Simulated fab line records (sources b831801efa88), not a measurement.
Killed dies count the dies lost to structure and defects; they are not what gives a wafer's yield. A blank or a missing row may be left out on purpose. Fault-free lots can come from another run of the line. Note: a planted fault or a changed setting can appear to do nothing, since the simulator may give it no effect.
Matching of chambers    flow gf180mcu    cmp-02 running GF_V5_CMP_04: 4 sister chambers
The step polishes SiO2. 4 wafers are shown with their chamber, then 8 later ones without.

## EACH WAFER AND ITS CHAMBER
wafer   chamber  motorCurrentA (A)
L471.1  2        12.3
L471.2  3        14.2
L471.3  1        14.9
L472.1  0        14.6

## WAFERS WHOSE CHAMBER IS MISSING
wafer   motorCurrentA (A)
L472.3  15.1
L472.4  15.0
L484.4  13.1
L484.5  13.8
L484.6  14.5
L486.1  14.5
L486.2  15.3
L486.4  14.9

## WHICH CHAMBER EACH WENT THROUGH
wafer   from the rows above           in truth
L472.3  can't be placed: 1 or 0 or 3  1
L472.4  can't be placed: 1 or 0 or 3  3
L484.4  can't be placed: 2 or 3 or 0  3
L484.5  can't be placed: 3 or 0 or 1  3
L484.6  can't be placed: 0 or 3 or 1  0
L486.1  can't be placed: 0 or 3 or 1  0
L486.2  can't be placed: 1 or 0 or 3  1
L486.4  can't be placed: 1 or 0 or 3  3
Placed correctly: 0 of 8. From these rows, 8 cannot be placed; in 8 the true chamber is one of the candidates. Number placed wrongly: 0.
How it was worked out, from the rows above alone: a wafer's distance from a chamber is the root of the sum, over the readings, of the square of ((its reading less the chamber's mean) divided by the reading's scatter). The wafer belongs to the nearest chamber; if the next one is less than 2 further off, it can't be placed. The mean given for a chamber averages the wafers shown for that chamber. The scatter: with one shown wafer a chamber, the root of the mean of the squares of how far each hidden wafer lies from its nearest shown one.
